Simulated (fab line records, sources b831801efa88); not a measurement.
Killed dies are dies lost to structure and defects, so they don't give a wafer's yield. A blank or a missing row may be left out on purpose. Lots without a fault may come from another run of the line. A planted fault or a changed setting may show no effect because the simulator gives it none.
Problem report in the 8D (eight disciplines) form, filled by code | flow gf180mcu | the parts of the form that need people (team, actions taken, sign-off) are left out

1. THE PROBLEM
cd_nm at GF_HV_LDD_CD_MEAS_07 reads a mean of 417.1 nm on 6 wafers of 2 lots; wafers without a fault read 400.3 nm with a standard deviation of 1.8. That is +9.3 standard deviations from the usual mean.
The step: target cd 400 nm.
First seen on wafer L228.1, day 14 04:13, on cd_sem-01. The record holds 39 wafers of 13 lots with a number at this step. Rule for "out", or "out of limits": more than 4 standard deviations from the usual mean. The other wafers with a number count as sound.

2. WHAT IT IS AND WHAT IT IS NOT
question                    | is                     | is not
which readings at this step | cd_nm                  | -
which lots                  | L228, L229             | L214, L215, L216, L219, L220, L223, L224, L225, L226, L235, L236
which wafers of those lots  | all that have a number | -
read on which gauges        | cd_sem-01              | cd_sem-02
when                        | from day 14 04:13      | up to then (27 sound wafers); but 6 sound wafers of L235, L236 came after

3. SUSPECTS, AND WHAT RULES EACH OUT
Counting: a tool at a process step up to the reading stays a suspect if it ran every lot that is out and no sound lot after the first of them.
- the gauge at GF_HV_LDD_CD_MEAS_07: kept. All the wafers that are out were read on cd_sem-01, and no step on other tools shows them out.
- litho_track-02 at GF_HV_LDD_DEVELOP_06 (develop time 60 s): kept. It ran every lot that is out, first L228 (day 14 04:04), and no sound lot after that; its last sound lot up to then is L226 (day 13 14:34).
Left after counting: litho_track-02 at GF_HV_LDD_DEVELOP_06, cd_sem-01 at GF_HV_LDD_CD_MEAS_07.

4. THE CAUSE (what the simulator had put in)
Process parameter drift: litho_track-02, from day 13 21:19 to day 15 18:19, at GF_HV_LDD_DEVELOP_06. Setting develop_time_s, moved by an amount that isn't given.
Counting left 2 suspects, and this tool is among them.

5. THE CHAIN OF EFFECTS, in route order
Each row: a reading whose mean over the struck wafers that have a number lies more than 3 standard deviations from the usual. Only readings for which the record gives a usual standard deviation are gone through. hours: the time from each lot's start at the first step in this table that gives one to its start at this step, as a median over the lots. sigmas: the change in usual standard deviations.
hours | step                 | reading | usual    | on struck wafers | change | sigmas
0     | GF_HV_LDD_CD_MEAS_07 | cd_nm   | 400.3 nm | 417.1            | +16.8  | +9.3

6. WHAT WOULD HAVE CAUGHT IT SOONER
In this record the first reading out of limits at a measuring or inspecting step was taken at day 14 04:13, 7 hours after the fault began at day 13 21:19.
Of the tool readings at GF_HV_LDD_DEVELOP_06 for which the record gives a usual standard deviation, none was out on any struck wafer, so an alarm limit of 4 standard deviations on them would not have fired.
Of the lots that are out (2), L229 began GF_HV_LDD_DEVELOP_06 on litho_track-02 after day 14 04:13. A hold on the tool at that time would have spared it.
